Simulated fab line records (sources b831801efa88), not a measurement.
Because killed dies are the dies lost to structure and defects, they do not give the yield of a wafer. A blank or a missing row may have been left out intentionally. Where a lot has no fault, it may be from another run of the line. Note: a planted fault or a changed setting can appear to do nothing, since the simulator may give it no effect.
Problem report, 8D (eight disciplines) form, completed by code | flow sfq-line | the parts of the form that need people (team, actions taken, sign-off) are left out

1. THE PROBLEM
Wafers without a fault read 3000.0 rpm, standard deviation 2; spin-speed-rpm at SFQ_TRILAYER_M0_LITHO_COAT_021 reads a mean of 3341.2 rpm on 6 wafers belonging to 2 lots. So: +99 or more standard deviations from the usual mean.
The step: resist thk 600 nm.
First observed at day 11 06:41: wafer L750.1, on litho-track-01. At this step, 18 wafers from 6 lots have a number in the record. Rule for "out", or "out of limits": more than 4 standard deviations from the usual mean. The rest of the wafers with a number are treated as sound.

2. WHAT IT IS AND WHAT IT IS NOT
question                    | is                     | is not
which readings at this step | spin-speed-rpm         | -
which lots                  | L750, L751             | L741, L760, L761, L763
which wafers of those lots  | all that have a number | -
read on which tools         | litho-track-01         | litho-track-02, litho-track-03
when                        | from day 11 06:41      | up to then (3 sound wafers); but 9 sound wafers of L760, L761, L763 came after

3. WHAT RULES OUT EACH SUSPECT
Counting: a tool stays on the suspect list if, at a process step up to the reading, it processed all lots that are out and no sound lot following the first of them.
- rie-metal-01 at SFQ_TRILAYER_L0_VIA_STRIP_STRIP_017 (strips in O2): ruled out as a lasting fault. The sound lots L760, L763 went through it after L750, its earliest lot that is out (day 11 05:07).
- pvd-sputter-03 at SFQ_TRILAYER_M0_DEP_SPUTTER_019 (material Nb, target thk 200 nm, time 133.3 s): kept. It ran every lot that is out, first L750 (day 11 06:07), and no sound lot after that.
- litho-track-01 at SFQ_TRILAYER_M0_LITHO_COAT_021 (resist thk 600 nm): ruled out as a lasting fault. The sound lots L760 went through it after L750, its earliest lot that is out (day 11 06:41).
Remaining after the count: pvd-sputter-03 at SFQ_TRILAYER_M0_DEP_SPUTTER_019.

4. THE CAUSE (what the simulator had put in)
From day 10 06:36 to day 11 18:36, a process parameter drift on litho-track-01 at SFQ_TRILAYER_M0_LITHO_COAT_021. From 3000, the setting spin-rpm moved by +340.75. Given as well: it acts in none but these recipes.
Counting ruled it out, wrongly.

5. SEQUENCE OF EFFECTS, ordered by route
Each row: a reading where the mean over the struck wafers with a number is more than 3 standard deviations away from the usual. Readings are gone through only where the record gives a usual standard deviation; hours: the median, over the lots, of the time from a lot's start at the first step in this table giving one to that lot's start at this step; sigmas: the change measured in usual standard deviations.
hours | step                           | reading        | usual      | on struck wafers | change | sigmas
0     | SFQ_TRILAYER_M0_LITHO_COAT_021 | spin-speed-rpm | 3000.0 rpm | 3341.2           | +341.2 | +99 or more
It contains these process steps:
- SFQ_TRILAYER_M0_LITHO_COAT_021: resist thk 600 nm.
Later steps that measure or inspect, where all struck wafers having a row at the step show a number for every such reading and not one has moved that far: SFQ_M0_OVL_MEAS_906.

6. WHAT WOULD HAVE CAUGHT IT SOONER
The fault began at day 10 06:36; the first out-of-limits reading in this record came at day 11 06:41, 24 hours later.
